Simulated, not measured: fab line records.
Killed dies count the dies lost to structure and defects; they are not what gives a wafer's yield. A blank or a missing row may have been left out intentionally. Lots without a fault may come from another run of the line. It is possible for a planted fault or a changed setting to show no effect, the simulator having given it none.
fab line records | flow gf180mcu
record: lots: 13 | wafers: 39 | last-day: 34
route steps=602 shown HV_LDD@197 CONTACT@309 V1@338
lots with no fault: from the same line, run without faults
start-h: start of the lot's first displayed wafer, in hours after the record's first day | wait-h: how many hours have passed since the lot's step before this one | " identical to the entry in the row above | L1.1+2: several wafers, shown together as one row | - no value present, or no start provided | * or withheld: withheld | < > ~ a bound
route shown NAME@n: a module of which the file shows steps, and the number in the route of the first | usual: mean/standard deviation taken from wafers without a fault | same: alike in all rows | chamber/n: place in a boat | sites: the reading at each site | _std_site: standard deviation of those values | _edge_site: outer sites' mean less inner sites' | radius-mm: for every site, how far away it sits from the centre of the wafer | mask NAME#n: copy n | behind: the tool/chamber that last shaped the wafer | hold: what put the lot on hold/how long, in hours/how the hold closed | device: transistor that didn't switch, given as n, p or np | end of line: the tests these same wafers got at the end of their route | a step with no rows: only its recipe | killed: at the first sort, the dies lost to defects and structure; wafer yield is something else | map: the dies of a wafer, with x for killed, . for not killed, _ for no die there
set.NAME: setting as actually run; set.NAME@STEP: the setting as run at that earlier step | model.NAME: the simulator's own value behind a step, which no gauge read
route steps across a sampled set of lots; one table per step, one row per wafer
services: the hour from which a tool's chamber was out of use, counted from the record's first day as start-h (under 0 if before that day), plus the number of hours and why
== steps ==
step: GF_HV_LDD_IMPLANT_21
recipe: species: BF2 | energy-kev: 25 | dose-cm2: 5e+13 | tilt-deg: 7
usual: beam-energy-keV: 24.999/0.007 | dose-ions-cm2: 5.001e+13/5.9e+10 | faraday-current-uA: 282/5.7
same: implant-ion-amu: 49
lot.wafer | tool         | chamber | start-h | wait-h | beam-energy-keV | dose-ions-cm2 | faraday-current-uA
L763.1    | implanter-02 | 0       | 240.59  | 0.0    | 25.003          | 4.997e+13     | 279
L763.2    | "            | 0       | "       | "      | 24.995          | 5.004e+13     | 280
L763.5    | "            | 0       | "       | "      | 24.989          | 5.001e+13     | 279
L765.1    | implanter-04 | 0       | 254.01  | 0.0    | 24.989          | 5.012e+13     | 280
L765.3    | "            | 0       | "       | "      | 24.992          | 4.998e+13     | 284
L765.5    | "            | 0       | "       | "      | 24.980          | 5.008e+13     | 282
L767.3    | implanter-02 | 0       | 268.56  | 0.1    | 24.988          | 5.005e+13     | 286
L767.5    | "            | 0       | "       | "      | 24.988          | 4.998e+13     | 284
L767.6    | "            | 0       | "       | "      | 24.986          | 5.002e+13     | 275
L769.3    | implanter-02 | 0       | 284.42  | 0.1    | 25.005          | 4.995e+13     | 281
L769.5    | "            | 0       | "       | "      | 25.003          | 4.995e+13     | 286
L769.6    | "            | 0       | "       | "      | 25.005          | 4.998e+13     | 276
L770.2    | implanter-03 | 0       | 289.51  | 0.0    | 25.010          | 5.009e+13     | 273
L770.3    | "            | 0       | "       | "      | 25.012          | 5.001e+13     | 284
L770.6    | "            | 0       | "       | "      | 25.008          | 5.004e+13     | 285
L771.1    | implanter-04 | 0       | 295.36  | 0.0    | 25.006          | 5.005e+13     | 275
L771.2    | "            | 0       | "       | "      | 25.005          | 5.005e+13     | 280
L771.5    | "            | 0       | "       | "      | 24.994          | 5e+13         | 276
L772.4    | implanter-02 | 0       | 300.18  | 0.1    | 24.998          | 4.996e+13     | 283
L772.5    | "            | 0       | "       | "      | 25.014          | 5.009e+13     | 278
L772.6    | "            | 0       | "       | "      | 25.001          | 5.001e+13     | 278
L774.1    | implanter-02 | 0       | 316.19  | 0.0    | 25.009          | 5.005e+13     | 277
L774.3    | "            | 0       | "       | "      | 25.002          | 5.011e+13     | 278
L774.5    | "            | 0       | "       | "      | 25.008          | 5.007e+13     | 278
L778.2    | implanter-04 | 0       | 352.87  | 0.0    | 24.994          | 3.739e+13     | 211
L778.3    | "            | 0       | "       | "      | 24.992          | 3.75e+13      | 210
L778.4    | "            | 0       | "       | "      | 24.998          | 3.744e+13     | 215
L780.3    | implanter-04 | 0       | 366.58  | 0.1    | 25.003          | 3.752e+13     | 207
L780.5    | "            | 0       | "       | "      | 24.998          | 3.749e+13     | 213
L780.6    | "            | 0       | "       | "      | 25.001          | 3.754e+13     | 219
L781.1    | implanter-04 | 0       | 372.14  | 0.0    | 25.000          | 3.738e+13     | 203
L781.3    | "            | 0       | "       | "      | 25.000          | 3.747e+13     | 212
L781.4    | "            | 0       | "       | "      | 24.991          | 3.745e+13     | 213
L782.2    | implanter-02 | 0       | 380.36  | 0.0    | 25.007          | 5.003e+13     | 284
L782.3    | "            | 0       | "       | "      | 24.996          | 4.997e+13     | 290
L782.4    | "            | 0       | "       | "      | 25.004          | 5.011e+13     | 282
L786.2    | implanter-02 | 0       | 416.03  | 0.0    | 25.010          | 5.001e+13     | 282
L786.5    | "            | 0       | "       | "      | 25.008          | 4.999e+13     | 283
L786.6    | "            | 0       | "       | "      | 25.002          | 4.993e+13     | 287
step: GF_HV_LDD_TW_MEAS_23
usual: HV_LDD_2_TW: 1054/14
lot.wafer | tool          | chamber | start-h | wait-h | hold                     | HV_LDD_2_TW
L763.1    | film-metro-02 | -       | 240.84  | 0.1    | -                        | 1072
L763.2    | "             | -       | "       | "      | -                        | 1068
L763.5    | "             | -       | "       | "      | -                        | 1063
L765.1    | film-metro-02 | -       | 254.26  | 0.1    | -                        | 1064
L765.3    | "             | -       | "       | "      | -                        | 1070
L765.5    | "             | -       | "       | "      | -                        | 1063
L767.3    | film-metro-03 | -       | 268.78  | 0.1    | -                        | 1064
L767.5    | "             | -       | "       | "      | -                        | 1063
L767.6    | "             | -       | "       | "      | -                        | 1059
L769.3    | film-metro-04 | -       | 284.64  | 0.1    | -                        | 1042
L769.5    | "             | -       | "       | "      | -                        | 1039
L769.6    | "             | -       | "       | "      | -                        | 1039
L770.2    | film-metro-04 | -       | 289.75  | 0.1    | -                        | 1040
L770.3    | "             | -       | "       | "      | -                        | 1041
L770.6    | "             | -       | "       | "      | -                        | 1041
L771.1    | film-metro-02 | -       | 295.61  | 0.1    | -                        | 1064
L771.2    | "             | -       | "       | "      | -                        | 1074
L771.5    | "             | -       | "       | "      | -                        | 1066
L772.4    | film-metro-04 | -       | 300.39  | 0.1    | -                        | 1039
L772.5    | "             | -       | "       | "      | -                        | 1040
L772.6    | "             | -       | "       | "      | -                        | 1033
L774.1    | film-metro-04 | -       | 316.44  | 0.1    | -                        | 1041
L774.3    | "             | -       | "       | "      | -                        | 1046
L774.5    | "             | -       | "       | "      | -                        | 1047
L778.2    | film-metro-02 | -       | 353.10  | 0.1    | await-dispo/0.2h/release | 979
L778.3    | "             | -       | "       | "      | await-dispo/0.2h/release | 975
L778.4    | "             | -       | "       | "      | await-dispo/0.2h/release | 982
L778.2    | film-metro-02 | -       | 353.36  | 0.2    | -                        | 979
L778.3    | "             | -       | "       | "      | -                        | 978
L778.4    | "             | -       | "       | "      | -                        | 980
L780.3    | film-metro-04 | -       | 366.80  | 0.1    | await-dispo/0.2h/release | 955
L780.5    | "             | -       | "       | "      | await-dispo/0.2h/release | 954
L780.6    | "             | -       | "       | "      | await-dispo/0.2h/release | 956
L780.3    | film-metro-04 | -       | 367.05  | 0.2    | -                        | 961
L780.5    | "             | -       | "       | "      | -                        | 952
L780.6    | "             | -       | "       | "      | -                        | 954
L781.1    | film-metro-04 | -       | 372.39  | 0.1    | await-dispo/0.2h/release | 953
L781.3    | "             | -       | "       | "      | await-dispo/0.2h/release | 951
L781.4    | "             | -       | "       | "      | await-dispo/0.2h/release | 952
L781.1    | film-metro-04 | -       | 372.62  | 0.2    | -                        | 954
L781.3    | "             | -       | "       | "      | -                        | 949
L781.4    | "             | -       | "       | "      | -                        | 945
L782.2    | film-metro-03 | -       | 380.59  | 0.1    | -                        | 1070
L782.3    | "             | -       | "       | "      | -                        | 1064
L782.4    | "             | -       | "       | "      | -                        | 1068
L786.2    | film-metro-03 | -       | 416.26  | 0.1    | -                        | 1065
L786.5    | "             | -       | "       | "      | -                        | 1064
L786.6    | "             | -       | "       | "      | -                        | 1063
step: GF_CONTACT_SPUTTER_22
recipe: material: Ti | target-thk-nm: 15 | chamber-pressure-pa: 5 | power-w: 2500 | substrate-temp-c: 200 | time-s: 80.02
usual: throttle-valve-pct: 30.4/0.87
lot.wafer | tool           | chamber | start-h | wait-h | throttle-valve-pct
L763.1    | pvd-sputter-01 | -       | 371.02  | 0.0    | 28.1
L763.2    | "              | -       | "       | "      | 31.7
L763.5    | "              | -       | "       | "      | 31.6
L765.1    | pvd-sputter-04 | -       | 387.14  | 0.0    | 29.2
L765.3    | "              | -       | "       | "      | 30.3
L765.5    | "              | -       | "       | "      | 30.2
L767.3    | pvd-sputter-03 | -       | 405.15  | 0.0    | 30.6
L767.5    | "              | -       | "       | "      | 30.9
L767.6    | "              | -       | "       | "      | 29.6
L769.3    | pvd-sputter-01 | -       | 422.15  | 0.0    | 31.0
L769.5    | "              | -       | "       | "      | 31.7
L769.6    | "              | -       | "       | "      | 29.3
L770.2    | pvd-sputter-03 | -       | 429.23  | 0.0    | 31.0
L770.3    | "              | -       | "       | "      | 30.5
L770.6    | "              | -       | "       | "      | 30.8
L771.1    | pvd-sputter-03 | -       | 435.80  | 0.0    | 30.4
L771.2    | "              | -       | "       | "      | 30.5
L771.5    | "              | -       | "       | "      | 30.4
L772.4    | pvd-sputter-04 | -       | 441.66  | 0.0    | 31.2
L772.5    | "              | -       | "       | "      | 28.8
L772.6    | "              | -       | "       | "      | 31.0
L774.1    | pvd-sputter-03 | -       | 459.66  | 0.0    | 30.4
L774.3    | "              | -       | "       | "      | 30.8
L774.5    | "              | -       | "       | "      | 31.5
L778.2    | pvd-sputter-04 | -       | 501.45  | 0.0    | 30.1
L778.3    | "              | -       | "       | "      | 31.3
L778.4    | "              | -       | "       | "      | 31.0
L780.3    | pvd-sputter-04 | -       | 515.36  | 0.0    | 30.4
L780.5    | "              | -       | "       | "      | 30.9
L780.6    | "              | -       | "       | "      | 30.2
L781.1    | pvd-sputter-04 | -       | 521.33  | 0.0    | 30.7
L781.3    | "              | -       | "       | "      | 30.4
L781.4    | "              | -       | "       | "      | 31.1
L782.2    | pvd-sputter-04 | -       | 530.61  | 0.0    | 31.3
L782.3    | "              | -       | "       | "      | 30.2
L782.4    | "              | -       | "       | "      | 29.2
L786.2    | pvd-sputter-01 | -       | 563.81  | 0.0    | 31.3
L786.5    | "              | -       | "       | "      | 31.2
L786.6    | "              | -       | "       | "      | 29.2
step: GF_V1_THK_MEAS_03
recipe: reads: SiO2_of_V1_CVD_02
usual: V1_CVD_02_THK: 852/11
lot.wafer | tool          | chamber | start-h | wait-h | V1_CVD_02_THK[nm]
L763.1    | film-metro-03 | -       | 395.33  | 0.0    | 852
L763.2    | "             | -       | "       | "      | 846
L763.5    | "             | -       | "       | "      | 851
L765.1    | film-metro-02 | -       | 412.57  | 0.0    | 825
L765.3    | "             | -       | "       | "      | 845
L765.5    | "             | -       | "       | "      | 848
L767.3    | film-metro-01 | -       | 431.41  | 0.1    | 843
L767.5    | "             | -       | "       | "      | 857
L767.6    | "             | -       | "       | "      | 862
L769.3    | film-metro-02 | -       | 447.74  | 0.1    | 852
L769.5    | "             | -       | "       | "      | 862
L769.6    | "             | -       | "       | "      | 870
L770.2    | film-metro-02 | -       | 455.53  | 0.0    | 853
L770.3    | "             | -       | "       | "      | 846
L770.6    | "             | -       | "       | "      | 860
L771.1    | film-metro-03 | -       | 462.24  | 0.0    | 843
L771.2    | "             | -       | "       | "      | 834
L771.5    | "             | -       | "       | "      | 866
L772.4    | film-metro-02 | -       | 466.95  | 0.0    | 875
L772.5    | "             | -       | "       | "      | 858
L772.6    | "             | -       | "       | "      | 862
L774.1    | film-metro-03 | -       | 486.02  | 0.0    | 859
L774.3    | "             | -       | "       | "      | 834
L774.5    | "             | -       | "       | "      | 868
L778.2    | film-metro-01 | -       | 526.90  | 0.0    | 854
L778.3    | "             | -       | "       | "      | 862
L778.4    | "             | -       | "       | "      | 876
L780.3    | film-metro-02 | -       | 540.07  | 0.1    | 861
L780.5    | "             | -       | "       | "      | 875
L780.6    | "             | -       | "       | "      | 867
L781.1    | film-metro-03 | -       | 546.02  | 0.0    | 850
L781.3    | "             | -       | "       | "      | 840
L781.4    | "             | -       | "       | "      | 850
L782.2    | film-metro-02 | -       | 555.28  | 0.0    | 855
L782.3    | "             | -       | "       | "      | 843
L782.4    | "             | -       | "       | "      | 859
L786.2    | film-metro-02 | -       | 587.95  | 0.0    | 839
L786.5    | "             | -       | "       | "      | 855
L786.6    | "             | -       | "       | "      | 863
step: GF_V1_SPUTTER_21
recipe: material: Ti | target-thk-nm: 15 | chamber-pressure-pa: 5 | power-w: 2500 | substrate-temp-c: 200 | time-s: 80.02
usual: throttle-valve-pct: 30.4/0.79
lot.wafer | tool           | chamber | start-h | wait-h | throttle-valve-pct
L763.1    | pvd-sputter-04 | -       | 419.83  | 0.0    | 30.2
L763.2    | "              | -       | "       | "      | 31.2
L763.5    | "              | -       | "       | "      | 31.3
L765.1    | pvd-sputter-04 | -       | 437.87  | 0.0    | 31.5
L765.3    | "              | -       | "       | "      | 30.9
L765.5    | "              | -       | "       | "      | 29.2
L767.3    | pvd-sputter-02 | -       | 457.67  | 0.0    | 30.4
L767.5    | "              | -       | "       | "      | 30.6
L767.6    | "              | -       | "       | "      | 30.8
L769.3    | pvd-sputter-03 | -       | 473.67  | 0.0    | 31.5
L769.5    | "              | -       | "       | "      | 31.1
L769.6    | "              | -       | "       | "      | 31.4
L770.2    | pvd-sputter-02 | -       | 481.42  | 0.0    | 29.5
L770.3    | "              | -       | "       | "      | 30.0
L770.6    | "              | -       | "       | "      | 30.5
L771.1    | pvd-sputter-04 | -       | 487.77  | 0.0    | 29.3
L771.2    | "              | -       | "       | "      | 31.0
L771.5    | "              | -       | "       | "      | 28.9
L772.4    | pvd-sputter-03 | -       | 491.47  | 0.0    | 29.4
L772.5    | "              | -       | "       | "      | 30.0
L772.6    | "              | -       | "       | "      | 30.6
L774.1    | pvd-sputter-04 | -       | 510.96  | 0.0    | 30.1
L774.3    | "              | -       | "       | "      | 30.7
L774.5    | "              | -       | "       | "      | 29.1
L778.2    | pvd-sputter-03 | -       | 550.47  | 0.0    | 31.3
L778.3    | "              | -       | "       | "      | 29.5
L778.4    | "              | -       | "       | "      | 31.5
L780.3    | pvd-sputter-02 | -       | 563.55  | 0.0    | 30.6
L780.5    | "              | -       | "       | "      | 29.6
L780.6    | "              | -       | "       | "      | 29.8
L781.1    | pvd-sputter-04 | -       | 569.33  | 0.0    | 29.1
L781.3    | "              | -       | "       | "      | 30.4
L781.4    | "              | -       | "       | "      | 31.1
L782.2    | pvd-sputter-04 | -       | 579.03  | 0.0    | 31.2
L782.3    | "              | -       | "       | "      | 29.1
L782.4    | "              | -       | "       | "      | 31.1
L786.2    | pvd-sputter-04 | -       | 610.19  | 0.0    | 29.0
L786.5    | "              | -       | "       | "      | 29.9
L786.6    | "              | -       | "       | "      | 31.1
== services ==
tool           | chamber | start-h | hours | kind
implanter-03   | -       | 229.52  | 18.9  | repair
pvd-sputter-01 | -       | 272.98  | 10.1  | repair
pvd-sputter-03 | -       | 297.80  | 9.8   | repair
pvd-sputter-01 | -       | 303.14  | 10.4  | repair
pvd-sputter-02 | -       | 305.26  | 2.0   | repair
implanter-03   | -       | 336.41  | 3.3   | repair
pvd-sputter-04 | -       | 344.15  | 6.3   | repair
pvd-sputter-04 | -       | 345.39  | 3.0   | repair
pvd-sputter-02 | -       | 356.47  | 1.5   | repair
implanter-03   | -       | 357.60  | 1.8   | repair
implanter-04   | -       | 389.88  | 2.9   | repair
pvd-sputter-03 | -       | 394.08  | 0.8   | repair
implanter-04   | -       | 396.34  | 3.8   | pm
pvd-sputter-03 | -       | 408.94  | 3.6   | repair
implanter-02   | -       | 410.59  | 5.2   | repair
pvd-sputter-02 | -       | 418.40  | 2.2   | repair
implanter-03   | -       | 444.46  | 0.6   | repair
pvd-sputter-04 | -       | 516.42  | 2.7   | repair
pvd-sputter-02 | -       | 520.89  | 0.6   | repair
pvd-sputter-03 | -       | 539.47  | 9.2   | repair
implanter-02   | -       | 549.50  | 1.2   | repair
pvd-sputter-02 | -       | 577.15  | 8.9   | repair
implanter-02   | -       | 589.49  | 3.7   | pm
implanter-04   | -       | 592.93  | 15.9  | pm
== key ==
first-sign: step: GF_HV_LDD_IMPLANT_21 | reading: dose-ions-cm2 | direction: down | sigmas: 99+ | usual: 5.001e+13 | struck: 3.746e+13
effect: step: GF_HV_LDD_IMPLANT_21 | reading: faraday-current-uA | direction: down | sigmas: 12 | usual: 282 | struck: 211
effect: step: GF_HV_LDD_TW_MEAS_23 | reading: visit | direction: added
effect: step: GF_HV_LDD_TW_MEAS_23 | reading: HV_LDD_2_TW | direction: down | sigmas: 6.8 | usual: 1054 | struck: 962
met-at GF_HV_LDD_IMPLANT_21
struck-lots L778,L780,L781
tester-left-out L778,L780,L781
not-acting-at GF_CONTACT_SPUTTER_22,GF_V1_THK_MEAS_03,GF_V1_SPUTTER_21
onset-between 295.36 352.87
fault: kind: process-parameter-drift | tool: implanter-04 | chamber: - | onset-h: 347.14 | steps: GF_HV_LDD_IMPLANT_21 | channel: dose-cm2 | offset: -1.2557e+13 | shape: step | end-h: 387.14 | acts-in: these-recipes-only | stated: 5e+13
tester-left-out: of these lots the tester's yield and bins aren't shown, on N5 and GAA mostly nor the transistor test; their killed dies are dies lost to structure and defects alone, not to doping, threshold or leakage, so they don't give the yield
